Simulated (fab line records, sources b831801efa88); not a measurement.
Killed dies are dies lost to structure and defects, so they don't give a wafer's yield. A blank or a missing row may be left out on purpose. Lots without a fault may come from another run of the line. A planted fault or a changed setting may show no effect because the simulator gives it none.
fab line records | flow gf180mcu | part 1 of 2: steps 1 to 29 of 38
record lots=5 wafers=15 last_day=33
route steps=602 shown V4@501 MIM@503 M5@526
lots that met no fault: from a run of the same line without faults
start_h: hours from the record's first day to the start of the lot's first wafer shown | wait_h: hours since the lot's step before | " the same as in the row above | L1.1+2: a row that stands for several wafers | - no value, or no start given | * or withheld: withheld | < > ~ a bound
route shown NAME@n: a module of which the file shows steps, and the number in the route of the first | usual: mean/standard deviation of fault-free wafers | same: alike in all rows | chamber/n: place in a boat | sites: the reading at each site | _std_site: their standard deviation | _edge_site: outer sites' mean less inner sites' | radius_mm: how far each site lies from the wafer's centre | mask NAME#n: copy n | behind: the tool/chamber that last shaped the wafer | hold: why the lot was held/for how many hours/how that ended | device: the transistor (n, p or np) that didn't switch | end of line: the same wafers' tests at the end of the route | a step without rows: its recipe alone | killed: dies lost to structure and defects at the first sort, not the wafer's yield | map: a wafer's dies, x killed, . not, _ none there
set.NAME: the setting as run; set.NAME@STEP: as run at that earlier step | model.NAME: the simulator's own value behind a step, which no gauge read
lots at some steps of the route; a table a step, a row a wafer
services: from which hour (start_h, from the record's first day; less than 0 if before it) a tool's chamber was out of use, for how many hours, and why
## steps
# step GF_V4_THK_MEAS_25
# recipe thk_meas_gauge=xrf reads=W_of_V4_CVD_23
# usual V4_W_THK=349/4.4
# columns lot.wafer tool chamber start_h wait_h V4_W_THK[nm]
L075.1 film_metro-02 - 562.39 0.1 345
L075.3 " - " " 348
L075.4 " - " " 348
L077.2 film_metro-04 - 580.71 0.1 354
L077.4 " - " " 351
L077.5 " - " " 345
L080.1 film_metro-02 - 611.53 0.1 346
L080.3 " - " " 344
L080.5 " - " " 351
L087.2 film_metro-04 - 668.35 0.1 353
L087.3 " - " " 351
L087.4 " - " " 349
L091.1 film_metro-02 - 696.43 0.1 353
L091.3 " - " " 348
L091.4 " - " " 352
# step GF_V4_CMP_26
# recipe stop_on=SiO2 down_force_psi=3.5 platen_rpm=60 t_overpolish_s=15 target_thk_nm=0 pad_velocity_m_s=0.94248
# usual motor_current_A=11.5/1.5 overpolish_run_s=15.000/0.0092 slurry_flow_ml_min=150.0/0.47 time_to_endpoint_s=86.3/2.3
# columns lot.wafer tool chamber start_h wait_h motor_current_A overpolish_run_s slurry_flow_ml_min time_to_endpoint_s
L075.3 cmp-01 2 562.45 0.0 12.8 14.992 150.2 86.4
L075.1 " 3 " " 11.0 15.001 150.7 85.9
L075.4 " 1 " " 12.1 15.006 150.1 87.3
L077.2 cmp-02 2 580.76 0.0 12.9 15.005 149.4 86.9
L077.4 " 1 " " 12.2 14.990 149.4 85.4
L077.5 " 2 " " 12.2 15.004 150.1 85.8
L080.1 cmp-01 2 611.59 0.1 13.3 15.022 149.7 83.4
L080.3 " 1 " " 11.7 15.004 150.5 87.1
L080.5 " 2 " " 13.5 15.001 149.8 87.9
L087.3 cmp-02 3 668.45 0.1 8.5 14.996 150.3 90.4
L087.4 " 0 " " 10.9 14.987 149.6 85.7
L087.2 " 1 " " 13.2 14.998 150.3 88.4
L091.1 cmp-01 3 696.54 0.1 11.1 15.017 150.4 85.8
L091.3 " 0 " " 11.7 15.010 149.9 80.8
L091.4 " 1 " " 11.9 15.009 149.8 87.3
# step GF_MIM_SPUTTER_00
# recipe material=Ti target_thk_nm=37.5 arriving_ion_energy_ev=80 substrate_temp_c=200 chamber_pressure_pa=2 power_w=4000 time_s=150
# usual throttle_valve_pct=30.0/0.96
# same time_s=150
# columns lot.wafer tool chamber start_h wait_h throttle_valve_pct
L075.1 pvd_sputter-04 - 562.75 0.2 29.5
L075.3 " - " " 30.5
L075.4 " - " " 29.4
L077.2 pvd_sputter-03 - 581.06 0.2 31.1
L077.4 " - " " 28.2
L077.5 " - " " 28.9
L080.1 pvd_sputter-04 - 611.89 0.2 29.7
L080.3 " - " " 31.7
L080.5 " - " " 29.7
L087.2 pvd_sputter-01 - 668.70 0.1 30.4
L087.3 " - " " 30.0
L087.4 " - " " 29.4
L091.1 pvd_sputter-03 - 696.79 0.2 29.0
L091.3 " - " " 27.9
L091.4 " - " " 30.5
# step GF_MIM_SPUTTER_01
# recipe material=TiN target_thk_nm=30 power_w=6500 time_s=25 chamber_pressure_pa=0.4
# usual throttle_valve_pct=30.1/0.93
# same time_s=25
# columns lot.wafer tool chamber start_h wait_h throttle_valve_pct
L075.1 pvd_sputter-04 - 562.85 0.1 29.7
L075.3 " - " " 30.8
L075.4 " - " " 29.6
L077.2 pvd_sputter-03 - 581.16 0.1 30.6
L077.4 " - " " 28.1
L077.5 " - " " 29.2
L080.1 pvd_sputter-04 - 611.99 0.1 29.7
L080.3 " - " " 31.5
L080.5 " - " " 29.4
L087.2 pvd_sputter-01 - 668.80 0.1 30.4
L087.3 " - " " 30.4
L087.4 " - " " 29.7
L091.1 pvd_sputter-03 - 696.89 0.1 29.0
L091.3 " - " " 28.0
L091.4 " - " " 30.6
# step GF_MIM_SPUTTER_02
# recipe material=AlCu target_thk_nm=450 power_w=10600 time_s=23.9 chamber_pressure_pa=0.4
# usual throttle_valve_pct=30.0/0.95
# same time_s=23.9
# columns lot.wafer tool chamber start_h wait_h throttle_valve_pct
L075.1 pvd_sputter-04 - 562.88 0.0 30.1
L075.3 " - " " 30.6
L075.4 " - " " 29.4
L077.2 pvd_sputter-03 - 581.19 0.0 30.8
L077.4 " - " " 28.1
L077.5 " - " " 28.6
L080.1 pvd_sputter-04 - 612.02 0.0 29.7
L080.3 " - " " 31.6
L080.5 " - " " 29.4
L087.2 pvd_sputter-01 - 668.83 0.0 30.4
L087.3 " - " " 30.0
L087.4 " - " " 29.4
L091.1 pvd_sputter-03 - 696.92 0.0 28.6
L091.3 " - " " 28.2
L091.4 " - " " 30.5
# step GF_MIM_SPUTTER_03
# recipe material=Ti target_thk_nm=10 substrate_temp_c=300 chamber_pressure_pa=0.3 power_w=3000 time_s=6.7
# usual throttle_valve_pct=30.0/0.94
# same time_s=6.7
# columns lot.wafer tool chamber start_h wait_h throttle_valve_pct
L075.1 pvd_sputter-04 - 562.91 0.0 29.9
L075.3 " - " " 30.6
L075.4 " - " " 29.2
L077.2 pvd_sputter-03 - 581.22 0.0 30.9
L077.4 " - " " 28.2
L077.5 " - " " 28.9
L080.1 pvd_sputter-04 - 612.05 0.0 29.7
L080.3 " - " " 31.6
L080.5 " - " " 29.6
L087.2 pvd_sputter-01 - 668.86 0.0 30.3
L087.3 " - " " 30.0
L087.4 " - " " 29.6
L091.1 pvd_sputter-03 - 696.95 0.0 28.8
L091.3 " - " " 28.0
L091.4 " - " " 30.7
# step GF_MIM_SPUTTER_04
# recipe material=TiN target_thk_nm=50 power_w=6500 time_s=41.7 chamber_pressure_pa=0.4
# usual throttle_valve_pct=30.1/0.96
# same time_s=41.7
# columns lot.wafer tool chamber start_h wait_h throttle_valve_pct
L075.1 pvd_sputter-04 - 562.93 0.0 29.9
L075.3 " - " " 30.9
L075.4 " - " " 29.4
L077.2 pvd_sputter-03 - 581.24 0.0 30.9
L077.4 " - " " 28.3
L077.5 " - " " 29.1
L080.1 pvd_sputter-04 - 612.07 0.0 29.7
L080.3 " - " " 31.9
L080.5 " - " " 29.4
L087.2 pvd_sputter-01 - 668.88 0.0 30.5
L087.3 " - " " 30.2
L087.4 " - " " 29.7
L091.1 pvd_sputter-03 - 696.97 0.0 28.9
L091.3 " - " " 28.4
L091.4 " - " " 30.5
# step GF_MIM_CVD_05
# recipe material=Si3N4 target_thk_nm=42 temp_max_c=400 temp_c=385 time_s=29.086 rf_w=450
# usual heater_power_w=580/94
# same time_s=29.086
# columns lot.wafer tool chamber start_h wait_h heater_power_w
L075.1 pecvd-03 0 562.97 0.0 519
L075.3 " 2 " " 536
L075.4 " 2 " " 555
L077.2 pecvd-04 0 581.28 0.0 640
L077.4 " 2 " " 673
L077.5 " 0 " " 621
L080.1 pecvd-02 1 612.11 0.0 646
L080.3 " 0 " " 615
L080.5 " 2 " " 586
L087.2 pecvd-03 2 668.92 0.0 454
L087.3 " 0 " " 582
L087.4 " 2 " " 476
L091.1 pecvd-02 1 697.01 0.0 672
L091.3 " 0 " " 760
L091.4 " 0 " " 743
# step GF_MIM_THK_MEAS_06
# recipe reads=Si3N4_of_MIM_CVD_05
# usual MIM_CVD_05_THK=42.0/0.59
# columns lot.wafer tool chamber start_h wait_h MIM_CVD_05_THK[nm]
L075.1 film_metro-01 - 563.00 0.0 42.2
L075.3 " - " " 41.7
L075.4 " - " " 42.2
L077.2 film_metro-03 - 581.32 0.0 41.3
L077.4 " - " " 42.6
L077.5 " - " " 41.9
L080.1 film_metro-03 - 612.14 0.0 42.0
L080.3 " - " " 42.3
L080.5 " - " " 42.5
L087.2 film_metro-01 - 668.97 0.0 41.6
L087.3 " - " " 41.9
L087.4 " - " " 42.0
L091.1 film_metro-01 - 697.04 0.0 41.7
L091.3 " - " " 41.6
L091.4 " - " " 42.8
# step GF_MIM_SPUTTER_07
# recipe material=TiN target_thk_nm=60 power_w=6500 time_s=50 chamber_pressure_pa=0.4
# usual throttle_valve_pct=30.2/0.87
# same time_s=50
# columns lot.wafer tool chamber start_h wait_h throttle_valve_pct
L075.1 pvd_sputter-03 - 563.06 0.1 29.1
L075.3 " - " " 30.5
L075.4 " - " " 31.0
L077.2 pvd_sputter-01 - 581.37 0.0 30.3
L077.4 " - " " 30.5
L077.5 " - " " 29.3
L080.1 pvd_sputter-03 - 612.20 0.1 31.0
L080.3 " - " " 31.1
L080.5 " - " " 28.3
L087.2 pvd_sputter-03 - 669.02 0.0 30.6
L087.3 " - " " 28.0
L087.4 " - " " 30.9
L091.1 pvd_sputter-04 - 697.10 0.1 30.0
L091.3 " - " " 31.6
L091.4 " - " " 29.5
# step GF_MIM_SPUTTER_08
# recipe material=AlCu target_thk_nm=200 power_w=10600 time_s=10.6 chamber_pressure_pa=0.4
# usual throttle_valve_pct=30.1/0.88
# same time_s=10.6
# columns lot.wafer tool chamber start_h wait_h throttle_valve_pct
L075.1 pvd_sputter-03 - 563.11 0.0 29.1
L075.3 " - " " 30.7
L075.4 " - " " 31.1
L077.2 pvd_sputter-01 - 581.42 0.0 30.4
L077.4 " - " " 30.2
L077.5 " - " " 29.4
L080.1 pvd_sputter-03 - 612.24 0.0 31.0
L080.3 " - " " 30.9
L080.5 " - " " 28.1
L087.2 pvd_sputter-03 - 669.06 0.0 30.4
L087.3 " - " " 27.9
L087.4 " - " " 30.9
L091.1 pvd_sputter-04 - 697.14 0.0 29.9
L091.3 " - " " 31.7
L091.4 " - " " 29.6
# step GF_MIM_SPUTTER_09
# recipe material=TiN target_thk_nm=35 power_w=6500 time_s=29.2 chamber_pressure_pa=0.4
# usual throttle_valve_pct=30.2/0.89
# same time_s=29.2
# columns lot.wafer tool chamber start_h wait_h throttle_valve_pct
L075.1 pvd_sputter-03 - 563.13 0.0 29.1
L075.3 " - " " 30.6
L075.4 " - " " 30.8
L077.2 pvd_sputter-01 - 581.44 0.0 30.6
L077.4 " - " " 30.6
L077.5 " - " " 29.5
L080.1 pvd_sputter-03 - 612.27 0.0 30.4
L080.3 " - " " 30.8
L080.5 " - " " 28.3
L087.2 pvd_sputter-03 - 669.08 0.0 30.7
L087.3 " - " " 28.2
L087.4 " - " " 30.9
L091.1 pvd_sputter-04 - 697.17 0.0 29.8
L091.3 " - " " 31.8
L091.4 " - " " 29.3
# step GF_MIM_RS_MEAS_10
# recipe thk_meas_gauge=four-point-probe reads=TiN_of_MIM_SPUTTER_09+AlCu_of_MIM_SPUTTER_08+TiN_of_MIM_SPUTTER_07
# usual MIM_ALCU_RS=0.1595/0.0021
# columns lot.wafer tool chamber start_h wait_h MIM_ALCU_RS[ohm/sq]
L075.1 film_metro-03 - 563.16 0.0 0.1605
L075.3 " - " " 0.1588
L075.4 " - " " 0.1594
L077.2 film_metro-02 - 581.49 0.0 0.1590
L077.4 " - " " 0.1595
L077.5 " - " " 0.1593
L080.1 film_metro-02 - 612.30 0.0 0.1572
L080.3 " - " " 0.1582
L080.5 " - " " 0.1548
L087.2 film_metro-03 - 669.14 0.0 0.1598
L087.3 " - " " 0.1577
L087.4 " - " " 0.1601
L091.1 film_metro-02 - 697.20 0.0 0.1601
L091.3 " - " " 0.1579
L091.4 " - " " 0.1616
# step GF_MIM_THK_MEAS_11
# recipe thk_meas_gauge=xrf reads=AlCu_of_MIM_SPUTTER_08
# usual MIM_ALCU_THK=199.0/2.7
# columns lot.wafer tool chamber start_h wait_h MIM_ALCU_THK[nm]
L075.1 film_metro-03 - 563.28 0.1 197.3
L075.3 " - " " 199.6
L075.4 " - " " 199.5
L077.2 film_metro-02 - 581.60 0.1 199.8
L077.4 " - " " 198.5
L077.5 " - " " 198.7
L080.1 film_metro-02 - 612.42 0.1 199.7
L080.3 " - " " 198.8
L080.5 " - " " 203.6
L087.2 film_metro-03 - 669.25 0.1 198.7
L087.3 " - " " 201.1
L087.4 " - " " 198.2
L091.1 film_metro-02 - 697.32 0.1 198.3
L091.3 " - " " 199.6
L091.4 " - " " 195.9
# step GF_MIM_DEHYDRATE_12
# recipe temp_c=200 time_s=60
# same time_s=60
# columns lot.wafer tool chamber start_h wait_h
L075.1+3+4 litho_track-02 0 573.98 10.7
L077.2+4+5 litho_track-04 0 591.61 10.0
L080.1+3+5 litho_track-02 0 622.33 9.9
L087.2+3+4 litho_track-03 0 677.98 8.7
L091.1+3+4 litho_track-03 0 705.60 8.3
# step GF_MIM_HMDS_13
# recipe prime_time_s=60 prime_temp_c=120
# columns lot.wafer tool chamber start_h wait_h
L075.1+3+4 litho_track-02 0 574.13 0.1
L077.2+4+5 litho_track-04 0 591.76 0.1
L080.1+3+5 litho_track-02 0 622.48 0.1
L087.2+3+4 litho_track-03 0 678.13 0.1
L091.1+3+4 litho_track-03 0 705.75 0.1
# step GF_MIM_COAT_14
# recipe resist=NOVOLAK spin_rpm=3000 resist_thk_nm=1000
# columns lot.wafer tool chamber start_h wait_h
L075.1+3+4 litho_track-02 0 574.28 0.1
L077.2+4+5 litho_track-04 0 591.91 0.1
L080.1+3+5 litho_track-02 0 622.63 0.1
L087.2+3+4 litho_track-03 0 678.28 0.1
L091.1+3+4 litho_track-03 0 705.90 0.1
# step GF_MIM_SOFTBAKE_15
# recipe temp_c=90 time_s=60 resist=NOVOLAK
# same time_s=60
# columns lot.wafer tool chamber start_h wait_h
L075.1+3+4 litho_track-02 0 574.43 0.1
L077.2+4+5 litho_track-04 0 592.06 0.1
L080.1+3+5 litho_track-02 0 622.78 0.1
L087.2+3+4 litho_track-03 0 678.43 0.1
L091.1+3+4 litho_track-03 0 706.05 0.1
# step GF_MIM_EXPOSE_16
# recipe mask_id=FuseTop target_cd_nm=2000 na=0.6 source_shape=conventional sigma_outer=0.6 dose_mj=140
# columns lot.wafer tool chamber start_h wait_h mask
L075.1+3+4 iline_stepper-02 0 - - FuseTop#0
L077.2+4+5 iline_stepper-01 0 - - FuseTop#0
L080.1+3+5 iline_stepper-02 0 - - FuseTop#0
L087.2+3+4 iline_stepper-02 0 - - FuseTop#0
L091.1+3+4 iline_stepper-01 0 - - FuseTop#0
# step GF_MIM_PEB_17
# recipe temp_c=withheld time_s=* resist=NOVOLAK
# same time_s=*
# columns lot.wafer tool chamber start_h wait_h
L075.1+3+4 litho_track-04 0 - -
L077.2+4+5 litho_track-04 0 - -
L080.1+3+5 litho_track-04 0 - -
L087.2+3+4 litho_track-03 0 - -
L091.1+3+4 litho_track-04 0 - -
# step GF_MIM_DEVELOP_18
# recipe develop_time_s=60 dev_temp_c=23
# columns lot.wafer tool chamber start_h wait_h
L075.1+3+4 litho_track-04 0 584.49 0.1
L077.2+4+5 litho_track-04 0 602.41 0.1
L080.1+3+5 litho_track-04 0 632.79 0.1
L087.2+3+4 litho_track-03 0 687.58 0.1
L091.1+3+4 litho_track-04 0 715.04 0.1
# step GF_MIM_METAL_ETCH_19
# recipe chemistry=Cl2/BCl3 mask_material=NOVOLAK stop_on=Si3N4 target_depth_nm=324.5 pressure_mtorr=8 icp_w=800 bias_w=140 Cl2_flow_sccm=80 bcl3_flow_sccm=40 time_s=54.1
# usual chamber_pressure_mTorr=8.000/0.0074 drypump_motor_current_A=5.8/0.3 oes_product_au=0.943/0.0072 throttle_valve_pct=28.281/0.0098
# same time_s=54.1
# columns lot.wafer tool chamber start_h wait_h chamber_pressure_mTorr drypump_motor_current_A oes_product_au rf_hours_counter_h throttle_valve_pct
L075.1 rie_metal-03 0 584.64 0.1 7.994 5.8 0.935 10 28.287
L075.3 " 0 " " 8.008 5.8 0.944 - 28.270
L075.4 " 1 " " 8.008 5.8 0.950 - 28.282
L077.2 rie_metal-03 0 602.54 0.1 8.010 5.8 0.948 11 28.286
L077.4 " 0 " " 8.002 5.8 0.941 - 28.273
L077.5 " 1 " " 8.010 5.7 0.945 - 28.279
L080.1 rie_metal-01 0 632.94 0.1 7.994 5.9 0.948 12 28.283
L080.3 " 1 " " 7.989 6.2 0.943 - 28.277
L080.5 " 1 " " 7.987 6.1 0.951 - 28.267
L087.2 rie_metal-04 0 687.73 0.1 7.993 5.9 0.934 - 28.284
L087.3 " 0 " " 8.009 5.9 0.951 - 28.275
L087.4 " 0 " " 8.012 5.9 0.941 - 28.298
L091.1 rie_metal-04 0 715.19 0.1 7.998 5.9 0.953 16 28.274
L091.3 " 1 " " 7.993 4.8 0.953 - 28.281
L091.4 " 0 " " 8.006 5.9 0.932 - 28.280
# step GF_MIM_STRIP_20
# recipe chemistry=O2/N2 power_w=1400 pressure_mtorr=1500 platen_temp_c=250 o2_flow_sccm=3000 n2_flow_sccm=300 overash_fraction=0.5
# usual chamber_pressure_mTorr=1500.1/1.4 drypump_motor_current_A=6.1/0.31 heater_power_w=330/31 o2_flow_sccm=3000/9 oes_product_au=0.693/0.0056 strip_time_to_endpoint_s=11.24/0.034
# columns lot.wafer tool chamber start_h wait_h chamber_pressure_mTorr drypump_motor_current_A heater_power_w o2_flow_sccm oes_product_au rf_hours_counter_h strip_time_to_endpoint_s
L075.1 plasma_asher-02 0 584.71 0.0 1502.0 6.1 363 2990 0.685 45 11.23
L075.3 " 0 " " 1497.3 6.1 357 3010 0.702 - 11.22
L075.4 " 1 " " 1500.4 6.3 378 2999 0.689 - 11.27
L077.2 plasma_asher-02 0 602.61 0.0 1499.8 6.0 362 2998 0.695 47 11.16
L077.4 " 0 " " 1500.6 6.1 361 2982 0.693 - 11.20
L077.5 " 1 " " 1501.0 6.3 381 2997 0.683 - 11.22
L080.1 plasma_asher-04 1 633.03 0.1 1503.2 6.2 336 3010 0.692 21 11.24
L080.3 " 0 " " 1500.1 5.5 321 2994 0.684 - 11.26
L080.5 " 1 " " 1499.2 6.2 331 3008 0.691 - 11.23
L087.2 plasma_asher-04 1 687.84 0.1 1501.0 6.2 333 2991 0.689 27 11.26
L087.3 " 0 " " 1498.9 5.5 317 2996 0.690 - 11.22
L087.4 " 1 " " 1502.5 6.2 331 2987 0.688 - 11.26
L091.1 plasma_asher-04 0 715.26 0.0 1497.3 5.5 322 3001 0.698 30 11.25
L091.3 " 0 " " 1498.7 5.5 316 2995 0.696 - 11.28
L091.4 " 1 " " 1500.5 6.2 330 2994 0.686 - 11.28
# step GF_MIM_STRIP_21
# recipe chemistry=post_etch_residue_remover time_s=1200 temp_c=72.5
# same time_s=1200
# columns lot.wafer tool chamber start_h wait_h
L075.1+3+4 wet_bench-01 1 584.81 0.1
L077.2+4+5 wet_bench-03 3 602.71 0.1
L080.1+3+5 wet_bench-03 1 633.13 0.1
L087.2+3+4 wet_bench-01 0 687.94 0.1
L091.1+3+4 wet_bench-02 2 715.36 0.1
# step GF_MIM_CLEAN_22
# recipe chemistry=DIW dry=n2_spin
# columns lot.wafer tool chamber start_h wait_h
L075.1+3+4 wet_bench-03 2 585.15 0.0
L077.2+4+5 wet_bench-02 2 603.05 0.0
L080.1+3+5 wet_bench-01 1 633.47 0.0
L087.2+3+4 wet_bench-03 2 688.29 0.0
L091.1+3+4 wet_bench-03 1 715.70 0.0
# step GF_M5_DEHYDRATE_00
# recipe temp_c=200 time_s=60
# same time_s=60
# columns lot.wafer tool chamber start_h wait_h
L075.1+3+4 litho_track-03 0 595.26 10.0
L077.2+4+5 litho_track-01 0 613.11 10.0
L080.1+3+5 litho_track-01 0 642.63 9.1
L087.2+3+4 litho_track-04 0 697.31 8.9
L091.1+3+4 litho_track-01 0 724.03 8.2
# step GF_M5_HMDS_01
# recipe prime_time_s=60 prime_temp_c=120
# columns lot.wafer tool chamber start_h wait_h
L075.1+3+4 litho_track-03 0 595.41 0.1
L077.2+4+5 litho_track-01 0 613.26 0.1
L080.1+3+5 litho_track-01 0 642.78 0.1
L087.2+3+4 litho_track-04 0 697.46 0.1
L091.1+3+4 litho_track-01 0 724.18 0.1
# step GF_M5_COAT_02
# recipe resist=KrF spin_rpm=withheld resist_thk_nm=1000
# columns lot.wafer tool chamber start_h wait_h
L075.1+3+4 litho_track-03 0 595.56 0.1
L077.2+4+5 litho_track-01 0 613.41 0.1
L080.1+3+5 litho_track-01 0 642.93 0.1
L087.2+3+4 litho_track-04 0 697.61 0.1
L091.1+3+4 litho_track-01 0 724.33 0.1
# step GF_M5_SOFTBAKE_03
# recipe temp_c=130 time_s=60 resist=KrF
# same time_s=60
# columns lot.wafer tool chamber start_h wait_h
L075.1+3+4 litho_track-03 0 595.71 0.1
L077.2+4+5 litho_track-01 0 613.56 0.1
L080.1+3+5 litho_track-01 0 643.08 0.1
L087.2+3+4 litho_track-04 0 697.76 0.1
L091.1+3+4 litho_track-01 0 724.48 0.1
